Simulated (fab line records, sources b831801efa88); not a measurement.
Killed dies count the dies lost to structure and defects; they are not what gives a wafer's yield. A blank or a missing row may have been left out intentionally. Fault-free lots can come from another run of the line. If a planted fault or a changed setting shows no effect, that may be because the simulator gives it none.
Matching of chambers :: flow gf180mcu :: GF_V2_CMP_04 on cmp-02: 4 sister chambers
The step polishes SiO2. 39 wafers are shown with their chamber, then 12 later ones without.

WAFERS WITH THEIR CHAMBER
wafer: L074.1
chamber: 2
motor-current-A (A): 12.6
time-to-endpoint-s (s): 74

wafer: L074.2
chamber: 1
motor-current-A (A): 10.7
time-to-endpoint-s (s): 71

wafer: L074.3
chamber: 0
motor-current-A (A): 11.5
time-to-endpoint-s (s): 72

wafer: L075.1
chamber: 1
motor-current-A (A): 11.6
time-to-endpoint-s (s): 77

wafer: L075.2
chamber: 0
motor-current-A (A): 11.2
time-to-endpoint-s (s): 77

wafer: L075.5
chamber: 2
motor-current-A (A): 13.0
time-to-endpoint-s (s): 80

wafer: L076.1
chamber: 2
motor-current-A (A): 13.4
time-to-endpoint-s (s): 78

wafer: L076.2
chamber: 0
motor-current-A (A): 10.6
time-to-endpoint-s (s): 82

wafer: L076.3
chamber: 3
motor-current-A (A): 11.7
time-to-endpoint-s (s): 76

wafer: L077.3
chamber: 3
motor-current-A (A): 12.9
time-to-endpoint-s (s): 77

wafer: L077.5
chamber: 3
motor-current-A (A): 12.8
time-to-endpoint-s (s): 79

wafer: L077.6
chamber: 0
motor-current-A (A): 11.6
time-to-endpoint-s (s): 91

wafer: L079.2
chamber: 1
motor-current-A (A): 11.0
time-to-endpoint-s (s): 78

wafer: L079.3
chamber: 0
motor-current-A (A): 11.4
time-to-endpoint-s (s): 76

wafer: L079.5
chamber: 0
motor-current-A (A): 11.4
time-to-endpoint-s (s): 78

wafer: L083.2
chamber: 0
motor-current-A (A): 11.5
time-to-endpoint-s (s): 78

wafer: L083.3
chamber: 2
motor-current-A (A): 13.2
time-to-endpoint-s (s): 78

wafer: L083.5
chamber: 1
motor-current-A (A): 11.1
time-to-endpoint-s (s): 84

wafer: L084.2
chamber: 0
motor-current-A (A): 11.1
time-to-endpoint-s (s): 85

wafer: L084.3
chamber: 1
motor-current-A (A): 11.2
time-to-endpoint-s (s): 82

wafer: L084.5
chamber: 3
motor-current-A (A): 12.6
time-to-endpoint-s (s): 84

wafer: L085.1
chamber: 3
motor-current-A (A): 13.2
time-to-endpoint-s (s): 82

wafer: L085.3
chamber: 0
motor-current-A (A): 11.5
time-to-endpoint-s (s): 80

wafer: L085.4
chamber: 1
motor-current-A (A): 10.7
time-to-endpoint-s (s): 85

wafer: L085.2
chamber: 2
motor-current-A (A): 13.8
time-to-endpoint-s (s): 82

wafer: L085.5
chamber: 1
motor-current-A (A): 10.4
time-to-endpoint-s (s): 85

wafer: L085.6
chamber: 0
motor-current-A (A): 11.6
time-to-endpoint-s (s): 81

wafer: L086.3
chamber: 1
motor-current-A (A): 10.7
time-to-endpoint-s (s): 82

wafer: L086.5
chamber: 1
motor-current-A (A): 11.4
time-to-endpoint-s (s): 86

wafer: L086.6
chamber: 0
motor-current-A (A): 11.3
time-to-endpoint-s (s): 87

wafer: L087.1
chamber: 3
motor-current-A (A): 13.3
time-to-endpoint-s (s): 78

wafer: L087.2
chamber: 1
motor-current-A (A): 10.9
time-to-endpoint-s (s): 81

wafer: L087.3
chamber: 2
motor-current-A (A): 13.4
time-to-endpoint-s (s): 77

wafer: L087.4
chamber: 0
motor-current-A (A): 12.2
time-to-endpoint-s (s): 80

wafer: L087.5
chamber: 1
motor-current-A (A): 11.1
time-to-endpoint-s (s): 87

wafer: L087.6
chamber: 2
motor-current-A (A): 12.9
time-to-endpoint-s (s): 86

wafer: L088.1
chamber: 2
motor-current-A (A): 14.1
time-to-endpoint-s (s): 73

wafer: L088.2
chamber: 1
motor-current-A (A): 11.0
time-to-endpoint-s (s): 80

wafer: L088.6
chamber: 1
motor-current-A (A): 10.6
time-to-endpoint-s (s): 83

SIGNATURES, as means of the wafers listed above
reading: motor-current-A
chamber 0: 11.408
chamber 1: 10.954
chamber 2: 13.300
chamber 3: 12.750
scatter within a chamber: 0.421

reading: time-to-endpoint-s
chamber 0: 80.58
chamber 1: 81.62
chamber 2: 78.50
chamber 3: 79.33
scatter within a chamber: 4.45
Rule: a wafer's distance from a chamber is the root of the sum, over the readings, of the square of ((its reading less the chamber's mean) divided by the reading's scatter). If the next closest chamber is less than 2 further off than the closest, the wafer can't be placed; otherwise it belongs to the closest. The scatter: take each reading less its chamber's mean, square it, sum over the shown wafers, divide by the number of wafers less the number of chambers, and take the root.

WAFERS WITH NO CHAMBER GIVEN
wafer: L090.1
motor-current-A (A): 11.6
time-to-endpoint-s (s): 86

wafer: L090.3
motor-current-A (A): 13.8
time-to-endpoint-s (s): 87

wafer: L090.6
motor-current-A (A): 12.8
time-to-endpoint-s (s): 92

wafer: L091.1
motor-current-A (A): 12.6
time-to-endpoint-s (s): 77

wafer: L091.2
motor-current-A (A): 14.5
time-to-endpoint-s (s): 77

wafer: L091.4
motor-current-A (A): 11.2
time-to-endpoint-s (s): 82

wafer: L091.3
motor-current-A (A): 11.2
time-to-endpoint-s (s): 78

wafer: L091.5
motor-current-A (A): 10.8
time-to-endpoint-s (s): 79

wafer: L091.6
motor-current-A (A): 13.1
time-to-endpoint-s (s): 82

wafer: L095.2
motor-current-A (A): 11.2
time-to-endpoint-s (s): 70

wafer: L095.4
motor-current-A (A): 11.2
time-to-endpoint-s (s): 76

wafer: L095.6
motor-current-A (A): 10.5
time-to-endpoint-s (s): 77

EACH ONE'S CHAMBER
wafer: L090.1
from the rows above: can't be placed: 0 or 1 or 3
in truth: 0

wafer: L090.3
from the rows above: can't be placed: 2 or 3
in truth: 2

wafer: L090.6
from the rows above: can't be placed: 3 or 2 or 0
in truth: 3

wafer: L091.1
from the rows above: can't be placed: 3 or 2
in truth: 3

wafer: L091.2
from the rows above: can't be placed: 2 or 3
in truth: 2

wafer: L091.4
from the rows above: can't be placed: 0 or 1
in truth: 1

wafer: L091.3
from the rows above: can't be placed: 0 or 1
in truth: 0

wafer: L091.5
from the rows above: can't be placed: 1 or 0
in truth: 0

wafer: L091.6
from the rows above: can't be placed: 2 or 3
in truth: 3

wafer: L095.2
from the rows above: can't be placed: 0 or 1 or 3
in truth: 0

wafer: L095.4
from the rows above: can't be placed: 0 or 1
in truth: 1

wafer: L095.6
from the rows above: can't be placed: 1 or 0
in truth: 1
Correctly placed: 0 of 12. These rows do not allow placing 12 (true chamber among the candidates in 12). Number placed wrongly: 0.
